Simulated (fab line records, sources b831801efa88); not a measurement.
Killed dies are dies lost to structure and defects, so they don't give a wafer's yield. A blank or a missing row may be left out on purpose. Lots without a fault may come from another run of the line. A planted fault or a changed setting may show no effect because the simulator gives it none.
A struck lot beside a sound one | flow sky130 | 34 steps out of a route of 708
Sound: wafers L871.1, L871.5, L871.6. Struck: wafers L861.2, L861.4, L861.5. The cause comes at the end.
At each step with rows: each side's tool, then ch and its chambers, then its first start. Under that, the readings that differ: sound wafers | struck wafers | difference of the means | sigmas: that difference in standard deviations of wafers without a fault.
alike: readings whose means differ by less than 2 such deviations, and words and numbers that are the same on both sides. not compared: withheld readings, readings that some wafer has no value for, bounds like >300 that may hide the same value, and numbers for which the record gives no deviation and whose values overlap.
The two part at a step that has a row with sigmas, a row that says differs or no value, or rows on one side only. Numbers that don't overlap but have no deviation are shown without sigmas and don't part them. A reading that every wafer of one side lacks parts them only if that side has two wafers or more.

first, 7 steps without rows for these wafers: SKY_SONOS_TUNNEL_DEVELOP_06 (develop time 60 s); SKY_SONOS_TUNNEL_IMPLANT_09; SKY_SONOS_TUNNEL_WET_ETCH_10 (etches SiO2 in dHF, target depth 14 nm, time 280 s); SKY_SONOS_TUNNEL_STRIP_11 (strips in SPM, time 600 s); SKY_SONOS_TUNNEL_CLEAN_13 (cleans in dHF, time 20 s); SKY_SONOS_ONO_OXIDATION_00 (stabilise 600 s, purge 300 s, target thk 2.6 nm); SKY_SONOS_ONO_CVD_02 (deposits Si3N4 from DCS/NH3, target thk 10.5 nm, time 180 s).
SKY_SONOS_ONO_CVD_04: deposits SiO2 from SiH4/N2O, target thk 5.7199 nm.
  sound on lpcvd-03 ch 1, day 19 01:05; struck on lpcvd-03 ch 0, day 15 19:43
  reading                                    | sound            | struck            | difference | sigmas
  zone_power_lower_pct (%)                   | 20.0 20.1 20.1   | 17.7 17.7 17.6    | -2.4       | -2
  zone_power_upper_pct (%)                   | 17.1 17.2 17.3   | 18.5 18.3 18.7    | +1.3       | +2
  model.SiO2_of_SONOS_ONO_CVD_04.thk_nm (nm) | 5.687 5.735 5.85 | 5.995 6.151 6.112 | +0.329     |
SKY_SONOS_ONO_THK_MEAS_05:
  sound on film_metro-02, day 19 02:20; struck on film_metro-01, day 15 20:59
  reading                   | sound          | struck         | difference | sigmas
  SONOS_ONO_CVD_04_THK (nm) | 5.63 5.77 5.83 | 6.01 6.15 6.15 | +0.36      | +4
then, 23 steps without rows for these wafers: SKY_SONOS_ONO_DEHYDRATE_06 (time 60 s); SKY_SONOS_ONO_HMDS_07 (prime time 60 s); SKY_SONOS_ONO_COAT_08 (resist thk 1140 nm); SKY_SONOS_ONO_SOFTBAKE_09 (time 60 s); SKY_SONOS_ONO_EXPOSE_10 (exposes mask ONOM, target cd 410 nm); SKY_SONOS_ONO_PEB_11; SKY_SONOS_ONO_DEVELOP_12 (develop time 60 s); SKY_SONOS_ONO_ETCH_15 (etches the open film in CHF3/O2, target depth 19.52 nm, time 7.8 s); SKY_SONOS_ONO_WET_ETCH_16 (etches SiO2 in dHF, target depth 14 nm, time 280 s); SKY_SONOS_ONO_STRIP_17 (strips in O2/N2); SKY_SONOS_ONO_WET_ETCH_18 (etches Si3N4 in H3PO4, target depth 15 nm, time 172 s); SKY_GATE_OXIDE_CLEAN_00 (cleans in SC1/SC2, time 150 s); SKY_GATE_OXIDE_OXIDATION_01 (stabilise 600 s, purge 300 s, target thk 10.268 nm); SKY_GATE_OXIDE_DEHYDRATE_03 (time 60 s); SKY_GATE_OXIDE_HMDS_04 (prime time 60 s); SKY_GATE_OXIDE_COAT_05 (resist thk 1140 nm); SKY_GATE_OXIDE_SOFTBAKE_06 (time 60 s); SKY_GATE_OXIDE_EXPOSE_07 (exposes mask LVOM, target cd 600 nm); SKY_GATE_OXIDE_PEB_08; SKY_GATE_OXIDE_DEVELOP_09 (develop time 60 s); SKY_GATE_OXIDE_IMPLANT_11; SKY_GATE_OXIDE_WET_ETCH_12 (etches SiO2 in dHF, target depth 16.8 nm, time 336 s); SKY_GATE_OXIDE_STRIP_13 (strips in O2/N2).
-- the record jumps here: 2 days lie between the struck wafers' starts before and after --
SKY_GATE_OXIDE_CLEAN_15: cleans in SC1/SC2, time 150 s.
  sound on wet_bench-04 ch 0, day 21 18:45; struck on wet_bench-02 ch 0, day 18 08:52
  reading                                    | sound            | struck            | difference | sigmas
  model.SiO2_of_SONOS_ONO_CVD_04.thk_nm (nm) | 4.188 4.237 4.35 | 4.472 4.625 4.594 | +0.305     |
  alike: temp_c
-- the record jumps here: 31 days lie between the struck wafers' starts before and after (it left off in module GATE_OXIDE and takes up again in module PAD_OPEN, whose first step shown is number 708 of the route) --
SKY_PAD_OPEN_PROBE_99:
  sound on prober-02, day 50 21:20; struck on prober-02, day 49 00:10
  reading                               | sound                | struck               | difference | sigmas
  model.etest.cap_ono.gate_log10_a_cm2  | -8.001 -7.997 -8.137 | -8.301 -8.583 -8.566 | -0.438     |
  model.etest.cap_ono.tox_acc_nm (nm)   | 12.91 12.91 13.04    | 13.2 13.38 13.35     | +0.4       |
  model.etest.sonos_programmed.vt_v (V) | 1.481 1.439 1.374    | 1.303 1.232 1.207    | -0.184     |
  model.etest.sonos_erased.vt_v (V)     | -2.262 -2.289 -2.277 | -2.138 -2.049 -2.089 | +0.184     |
  model.etest.sonos_baked.vt_v (V)      | 0.9524 0.9404 0.917  | 0.8672 0.7854 0.7954 | -0.1206    |
  alike: killed_at_M0_to_M3, killed_at_M4_up, killed_at_contacts, killed_at_front_end, killed_at_other, killed_dies, killed_open, killed_short

WHERE THEY PART
First at SKY_SONOS_ONO_CVD_04; last, within this record, at SKY_SONOS_ONO_THK_MEAS_05. Later steps at which nothing parts them and some readings are alike: SKY_GATE_OXIDE_CLEAN_15, SKY_PAD_OPEN_PROBE_99.

WHY: what the simulator had put in
Process parameter drift: lpcvd-03, from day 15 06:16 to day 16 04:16, at SKY_SONOS_ONO_CVD_04. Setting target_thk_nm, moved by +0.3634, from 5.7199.
